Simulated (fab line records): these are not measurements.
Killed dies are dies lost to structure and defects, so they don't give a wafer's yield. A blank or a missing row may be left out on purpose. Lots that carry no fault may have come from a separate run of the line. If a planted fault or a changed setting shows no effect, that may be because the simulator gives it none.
Which tool is to blame?    flow sky130    45 wafers from 15 lots sampled at 6 of the route's 708 steps

== WHAT THE GAUGES READ, wafer by wafer ==
SKY_METAL2_CD_MEAS_15: the cd target is 140 nm. Usual: 140.3 nm for cd_nm, sd 1.6.
lot   measured      on         cd_nm (nm)         flag
L499  day 35 15:47  cd_sem-02  141.5 140.8 141.6  
L500  day 35 19:31  cd_sem-02  139.3 138.2 140.5  
L502  day 36 00:46  cd_sem-01  139.4 138.9 136.8  
L505  day 37 01:51  cd_sem-02  139.7 140.2 139.0  
L506  day 37 08:13  cd_sem-02  142.5 142.2 142.7  
L507  day 37 14:37  cd_sem-02  140.2 142.5 143.0  
L508  day 38 01:49  cd_sem-02  139.9 139.7 139.8  
L510  day 39 00:10  cd_sem-01  140.5 138.4 141.1  
L512  day 39 10:52  cd_sem-01  140.0 140.0 139.5  
L514  day 39 18:37  cd_sem-02  140.7 140.9 141.3  
L516  day 40 07:53  cd_sem-01  142.5 141.3 142.3  
L517  day 40 21:41  cd_sem-01  137.7 138.9 138.2  
L520  day 41 13:38  cd_sem-01  139.3 140.3 140.8  
L521  day 41 15:05  cd_sem-01  141.3 141.6 142.9  
L522  day 42 02:16  cd_sem-02  140.8 139.9 139.5  

SKY_VIA2_BOW_MEAS_03. Usual: VIA2_BOW 86 um, standard deviation 7.6.
lot   measured      on             VIA2_BOW (um)  flag
L499  day 35 18:03  film_metro-01  90 82 82       
L500  day 35 21:04  film_metro-02  74 76 79       
L502  day 36 02:12  film_metro-02  87 92 94       
L505  day 37 03:16  film_metro-03  79 87 82       
L506  day 37 09:38  film_metro-03  87 88 87       
L507  day 37 16:02  film_metro-03  91 96 91       
L508  day 38 03:19  film_metro-01  92 90 93       
L510  day 39 01:35  film_metro-01  94 87 95       
L512  day 39 12:19  film_metro-03  86 81 84       
L514  day 39 20:02  film_metro-01  92 81 93       
L516  day 40 09:21  film_metro-03  94 88 82       
L517  day 40 23:07  film_metro-03  88 95 109      
L520  day 41 15:08  film_metro-03  87 80 90       
L521  day 41 16:32  film_metro-02  83 74 79       
L522  day 42 03:46  film_metro-02  94 92 75       

SKY_VIA2_RS_MEAS_22: measurement is done with a four-point probe. Usual: VIA2_W_RS 0.271 ohm/sq, standard deviation 0.0032.
lot   measured      on             VIA2_W_RS (ohm/sq)    flag
L499  day 36 20:56  film_metro-02  0.267 0.271 0.266     
L500  day 37 00:19  film_metro-02  0.271 0.272 0.272     
L502  day 37 05:25  film_metro-01  0.273 0.273 0.275     
L505  day 38 05:12  film_metro-01  0.270 0.272 0.268     
L506  day 38 12:05  film_metro-01  58.167 57.833 58.001  OFF
L507  day 38 18:49  film_metro-02  57.884 57.020 58.203  OFF
L508  day 39 05:34  film_metro-03  58.429 58.337 58.157  OFF
L510  day 40 03:19  film_metro-03  0.268 0.267 0.269     
L512  day 40 13:45  film_metro-01  0.274 0.273 0.274     
L514  day 40 20:57  film_metro-01  0.272 0.271 0.273     
L516  day 41 10:32  film_metro-03  0.269 0.267 0.269     
L517  day 41 23:14  film_metro-02  0.272 0.274 0.274     
L520  day 42 15:42  film_metro-02  0.271 0.271 0.272     
L521  day 42 17:10  film_metro-01  0.266 0.267 0.267     
L522  day 43 04:13  film_metro-01  0.265 0.266 0.267     

SKY_VIA2_THK_MEAS_23: measures by xrf. Usual: VIA2_W_THK 425 nm, standard deviation 7.1.
lot   measured      on             VIA2_W_THK (nm)  flag
L499  day 36 21:02  film_metro-02  434 427 436      
L500  day 37 00:26  film_metro-02  421 419 420      
L502  day 37 05:32  film_metro-01  418 420 417      
L505  day 38 05:19  film_metro-01  426 420 423      
L506  day 38 12:11  film_metro-01  - - -            OFF
L507  day 38 18:55  film_metro-02  <0 - <0          OFF
L508  day 39 05:41  film_metro-03  - - -            OFF
L510  day 40 03:26  film_metro-03  435 438 433      
L512  day 40 13:52  film_metro-01  417 419 419      
L514  day 40 21:04  film_metro-01  421 419 418      
L516  day 41 10:39  film_metro-03  434 439 435      
L517  day 41 23:20  film_metro-02  420 420 420      
L520  day 42 15:49  film_metro-02  429 427 427      
L521  day 42 17:17  film_metro-01  434 434 432      
L522  day 43 04:20  film_metro-01  432 429 428      

== TOOL THAT RAN EACH LOT (tool first, then ch and the chambers of the sampled wafers, then the start) ==
lot   SKY_VIA2_CMP_02                SKY_VIA2_CVD_21
L499  cmp-02 ch 0,3, day 35 17:44    cvd_w-01 ch 0, day 36 20:47
L500  cmp-01 ch 0,1,2, day 35 20:46  cvd_w-01 ch 0,1, day 37 00:11
L502  cmp-01 ch 2,3, day 36 01:54    cvd_w-01 ch 0,1, day 37 05:17
L505  cmp-01 ch 0,2,3, day 37 03:00  cvd_w-02 ch 0,1, day 38 05:03
L506  cmp-02 ch 2,3, day 37 09:21    cvd_w-02 ch 0,1, day 38 11:58
L507  cmp-01 ch 0,1, day 37 15:44    cvd_w-01 ch 0,1, day 38 18:41
L508  cmp-01 ch 1,2, day 38 03:04    cvd_w-01 ch 0,1, day 39 05:26
L510  cmp-02 ch 0,1,3, day 39 01:20  cvd_w-01 ch 0,1, day 40 03:11
L512  cmp-02 ch 1,2,3, day 39 12:04  cvd_w-01 ch 0, day 40 13:37
L514  cmp-01 ch 0,3, day 39 19:44    cvd_w-01 ch 0,1, day 40 20:49
L516  cmp-01 ch 2,3, day 40 09:02    cvd_w-01 ch 1, day 41 10:23
L517  cmp-01 ch 0,1,2, day 40 22:53  cvd_w-02 ch 0,1, day 41 23:05
L520  cmp-02 ch 0,1,2, day 41 14:56  cvd_w-02 ch 0,1, day 42 15:34
L521  cmp-01 ch 0,1,2, day 41 16:20  cvd_w-01 ch 0,1, day 42 17:02
L522  cmp-01 ch 1,2,3, day 42 03:32  cvd_w-01 ch 0,1, day 43 04:05
- SKY_VIA2_CMP_02: polishes SiO2.
- SKY_VIA2_CVD_21: deposits W, target thk 420 nm, time 126.4 s.

== AS READ BY THE TOOLS THEMSELVES (means over the sampled wafers that have a number; for cases with no such wafer, the mark the record gives instead) ==
SKY_VIA2_CMP_02. Usual: 11.7 A for motor_current_A, sd 1.2.
lot   tool    motor_current_A (A)  flag
L499  cmp-02  11.1                 
L500  cmp-01  11.2                 
L502  cmp-01  11.9                 
L505  cmp-01  11.8                 
L506  cmp-02  12.2                 
L507  cmp-01  11.8                 
L508  cmp-01  12.0                 
L510  cmp-02  10.9                 
L512  cmp-02  11.9                 
L514  cmp-01  11.7                 
L516  cmp-01  11.4                 
L517  cmp-01  11.5                 
L520  cmp-02  11.7                 
L521  cmp-01  11.5                 
L522  cmp-01  12.3                 

SKY_VIA2_CVD_21. Usual: chamber_pressure_Torr 40.00 Torr, standard deviation 0.093; heater_power_outer_w 515 W, standard deviation 36; heater_power_w 857 W, standard deviation 59.
lot   tool      chamber_pressure_Torr (Torr)  heater_power_outer_w (W)  heater_power_w (W)  flag
L499  cvd_w-01  39.94                         509                       837                 
L500  cvd_w-01  39.94                         524                       879                 
L502  cvd_w-01  39.92                         523                       851                 
L505  cvd_w-02  39.96                         552                       887                 
L506  cvd_w-02  -                             -                         -                   OFF
L507  cvd_w-01  -                             -                         -                   OFF
L508  cvd_w-01  -                             -                         -                   OFF
L510  cvd_w-01  39.99                         517                       896                 
L512  cvd_w-01  39.97                         523                       843                 
L514  cvd_w-01  40.09                         518                       857                 
L516  cvd_w-01  40.01                         529                       899                 
L517  cvd_w-02  39.99                         519                       819                 
L520  cvd_w-02  40.00                         507                       835                 
L521  cvd_w-01  39.98                         525                       892                 
L522  cvd_w-01  39.93                         521                       893                 

== THE ANSWER, worked out from the rows above alone ==
Rule: lot off if the mean of its wafers having a number is beyond 3 standard deviations from the usual mean. Also off: a lot with no number at a reading for which 4 or more lots have one. The other lots that the step has rows for count as sound. After the gauges, taken in route order, come the tools' own readings; for these a lot's mean is taken, as printed above. At the first step where some lot is off, the reading lying furthest off is the one used; lots without a number count as furthest.
Off: L506, L507, L508, seen at SKY_VIA2_RS_MEAS_22 (VIA2_W_RS).
If a tool, at a process step before that reading, ran all the lots that are off and no sound lot after the first of them, it fits. Not tried: the gauges at SKY_VIA2_RS_MEAS_22; whatever is off there is also off at SKY_VIA2_CVD_21, on other tools, and gauge error can't account for it. None of those tried fits.

== WHAT THE SIMULATOR PUT IN ==
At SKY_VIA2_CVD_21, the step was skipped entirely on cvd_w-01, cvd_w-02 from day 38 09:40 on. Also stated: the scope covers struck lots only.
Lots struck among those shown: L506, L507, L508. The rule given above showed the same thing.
